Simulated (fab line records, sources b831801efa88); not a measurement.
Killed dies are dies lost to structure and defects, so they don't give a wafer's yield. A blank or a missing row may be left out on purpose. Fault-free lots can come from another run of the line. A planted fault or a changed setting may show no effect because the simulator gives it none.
The tool behind it: which one? -- flow gf180mcu -- 15 lots, 45 wafers sampled, at 4 steps of a route of 602

WHAT THE GAUGES SHOWED, per wafer
GF_HV_LDD_OVL_MEAS_20. Usual: HV_LDD_01_OVL typically reads 1.1 nm, with standard deviation 1.2.
lot,measured,on,HV_LDD_01_OVL (nm),flag
L480,day 12 01:25,overlay-02,1.2 2.7 1.5,
L483,day 13 02:38,overlay-01,3.9 3.2 3.9,
L484,day 13 11:09,overlay-02,0.4 0.4 1.5,
L485,day 13 18:55,overlay-01,1.0 1.5 1.3,
L486,day 13 23:58,overlay-02,2.8 1.8 -1.0,
L487,day 14 06:25,overlay-01,2.2 -0.4 1.6,
L489,day 14 23:06,overlay-01,0.7 -1.4 2.8,
L490,day 15 05:33,overlay-01,-1.1 0.8 1.9,
L492,day 15 21:36,overlay-02,2.7 1.2 2.3,
L493,day 16 04:44,overlay-01,1.9 1.2 3.0,
L495,day 16 20:21,overlay-02,0.9 2.1 1.7,
L496,day 17 03:41,overlay-02,-0.8 -0.5 2.1,
L497,day 17 17:35,overlay-02,0.9 2.1 -1.0,
L498,day 17 21:21,overlay-02,-1.3 0.2 1.7,
L499,day 18 04:27,overlay-02,2.5 0.8 1.0,

GF_HV_LDD_OVL_MEAS_47. Usual: HV_LDD_03_OVL typically reads -0.8 nm, with standard deviation 1.4.
lot,measured,on,HV_LDD_03_OVL (nm),flag
L480,day 13 18:42,overlay-02,-2.5 -3.5 -0.1,
L483,day 14 21:18,overlay-02,-2.8 -0.8 -0.8,
L484,day 15 06:44,overlay-02,0.4 0.1 3.0,
L485,day 15 14:25,overlay-02,-1.5 -0.6 1.3,
L486,day 15 20:51,overlay-02,1.3 2.4 -0.1,
L487,day 16 03:57,overlay-02,-2.6 -2.2 -1.0,
L489,day 16 20:39,overlay-02,0.4 -0.3 -0.3,
L490,day 17 04:17,overlay-02,-0.2 -1.3 -0.4,
L492,day 17 21:34,overlay-02,-2.6 -3.4 -2.1,
L493,day 18 04:08,overlay-02,-0.1 -0.2 -1.1,
L495,day 18 21:24,overlay-02,-2.4 0.7 0.1,
L496,day 19 04:44,overlay-01,-0.8 -0.5 -0.8,
L497,day 19 19:11,overlay-01,0.3 1.2 -1.7,
L498,day 19 23:44,overlay-02,0.5 -0.3 -0.2,
L499,day 20 06:41,overlay-02,-2.0 -2.5 -2.6,

GF_NSD_OVL_MEAS_08. Usual: NSD_OVL typically reads 0.0 nm, with standard deviation 1.6.
lot,measured,on,NSD_OVL (nm),flag
L480,day 14 19:25,overlay-01,1.5 0.1 3.4,
L483,day 16 00:36,overlay-01,1.9 3.2 0.7,
L484,day 16 08:03,overlay-02,-3.1 -2.0 -1.8,
L485,day 16 15:27,overlay-01,0.6 -0.3 -1.7,
L486,day 16 22:21,overlay-02,-0.2 -1.3 0.5,
L487,day 17 06:49,overlay-01,2.6 0.0 0.4,
L489,day 18 00:31,overlay-02,-1.4 2.2 -1.0,
L490,day 18 06:39,overlay-01,-1.5 -0.9 -1.0,
L492,day 19 00:44,overlay-01,2.4 2.4 1.0,
L493,day 19 07:54,overlay-02,-2.5 -1.5 0.0,
L495,day 20 01:27,overlay-01,1.5 3.8 -0.5,
L496,day 20 08:30,overlay-02,-1.6 -0.9 0.6,
L497,day 20 23:33,overlay-02,-1.4 -0.8 -2.4,
L498,day 21 03:29,overlay-01,0.1 -2.5 0.0,
L499,day 21 10:46,overlay-01,-0.5 1.8 0.0,

TOOL THAT RAN EACH LOT (tool first, then ch and the chambers of the sampled wafers, then the start)
lot,GF_HV_LDD_PEB_44
L480,"litho-track-02 ch 0, day 13 18:19"
L483,"litho-track-03 ch 0, day 14 20:53"
L484,"litho-track-04 ch 0, day 15 06:19"
L485,"litho-track-03 ch 0, day 15 14:02"
L486,"litho-track-04 ch 0, day 15 20:26"
L487,"litho-track-04 ch 0, day 16 03:32"
L489,"litho-track-02 ch 0, day 16 20:16"
L490,"litho-track-04 ch 0, day 17 03:52"
L492,"litho-track-03 ch 0, day 17 21:10"
L493,"litho-track-02 ch 0, day 18 03:43"
L495,"litho-track-03 ch 0, day 18 20:59"
L496,"litho-track-04, day 19 04:19"
L497,"litho-track-02, day 19 18:46"
L498,"litho-track-04, day 19 23:20"
L499,"litho-track-04 ch 0, day 20 06:17"
- GF_HV_LDD_PEB_44

WHAT THE TOOLS THEMSELVES READ (means of the sampled wafers that have a number; where no wafer has one, the mark that the record gives instead)
GF_HV_LDD_PEB_44. Usual: 44.9 Pa for exhaust-pa, sd 0.94.
lot,tool,exhaust-pa (Pa),flag
L480,litho-track-02,43.5,
L483,litho-track-03,45.0,
L484,litho-track-04,45.9,
L485,litho-track-03,44.3,
L486,litho-track-04,45.0,
L487,litho-track-04,43.5,
L489,litho-track-02,45.1,
L490,litho-track-04,45.7,
L492,litho-track-03,43.9,
L493,litho-track-02,45.1,
L495,litho-track-03,45.2,
L496,litho-track-04,-,OFF
L497,litho-track-02,-,OFF
L498,litho-track-04,-,OFF
L499,litho-track-04,44.1,

THE ANSWER, worked out from the rows above alone
Rule: a lot is off if the mean of its wafers that have a number lies more than 3 standard deviations from the usual mean. Also off: a lot with no number at a reading for which 4 or more lots have one. Any other lot the step has rows for is counted as sound. The gauges are gone through in route order, then the tools' own readings, and for those a lot's mean is taken as printed above. The first step at which some lot is off is used, and at that step the reading that is off furthest; a lot without a number counts as furthest.
Off at GF_HV_LDD_PEB_44 (exhaust-pa): L496, L497, L498. Without a number there: L496, L497, L498.
If a tool, at that step or one of the process steps before it, ran each lot that is off and ran no sound lot following the first of them, it fits. Of those tried, none fits.

WHAT HAD BEEN PUT IN BY THE SIMULATOR
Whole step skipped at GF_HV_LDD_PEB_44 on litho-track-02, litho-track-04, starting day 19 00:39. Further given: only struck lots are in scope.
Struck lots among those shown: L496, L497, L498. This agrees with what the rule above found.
